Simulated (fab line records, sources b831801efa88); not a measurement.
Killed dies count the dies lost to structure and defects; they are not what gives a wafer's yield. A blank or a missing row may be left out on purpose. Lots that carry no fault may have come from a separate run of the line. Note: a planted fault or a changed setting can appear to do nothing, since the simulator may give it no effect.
Which tool was responsible? ; flow sky130 ; route of 708 steps, sampled at 1 step: 12 lots, 36 wafers

WHAT THE GAUGES READ, wafer by wafer
SKY_VT_ADJUST_LVTN_TW_MEAS_21.
lot;measured;on;VT_ADJUST_LVTN_2_TW
L074;day 8 11:03;filmMetro-01;192.8 192.1 192.7
L076;day 9 03:47;filmMetro-02;187.6 187.6 187.0
L079;day 9 11:23;filmMetro-02;186.4 186.5 188.2
L082;day 10 06:42;filmMetro-01;191.7 191.5 191.3
L083;day 10 14:54;filmMetro-04;191.4 190.4 191.0
L085;day 11 02:39;filmMetro-01;190.8 192.5 192.8
L087;day 11 13:02;filmMetro-04;190.6 189.7 191.0
L089;day 12 01:40;filmMetro-02;188.6 188.3 188.4
L091;day 12 17:59;filmMetro-02;187.8 188.6 188.5
L093;day 13 05:30;filmMetro-04;191.3 189.9 190.2
L095;day 13 19:38;filmMetro-02;188.4 189.4 189.2
L097;day 14 07:24;filmMetro-04;191.9 192.5 191.7

TOOL THAT RAN EACH LOT (tool first, then ch and the chambers of the sampled wafers, then the start)
The record holds no process step before these readings.

THE ANSWER, worked out from the rows above alone
Rule: the lots themselves supply what counts as usual. The widest of any qualifying gaps counts: lots, ordered by their means at a reading, are off when they make up no more than a third of the lots, leave a main group of 4 or more, and stand apart from it by 3 or more times the standard deviation of that group's means. Not used: any main group whose means are identical at the precision the tables above print for the reading. A lot without any number at a reading at which 4 lots or more have one is off too. All remaining lots with rows at the step are treated as sound.
No lot is off on any of the readings shown, so nothing can be concluded from this.

WHAT THE SIMULATOR HAD PUT IN
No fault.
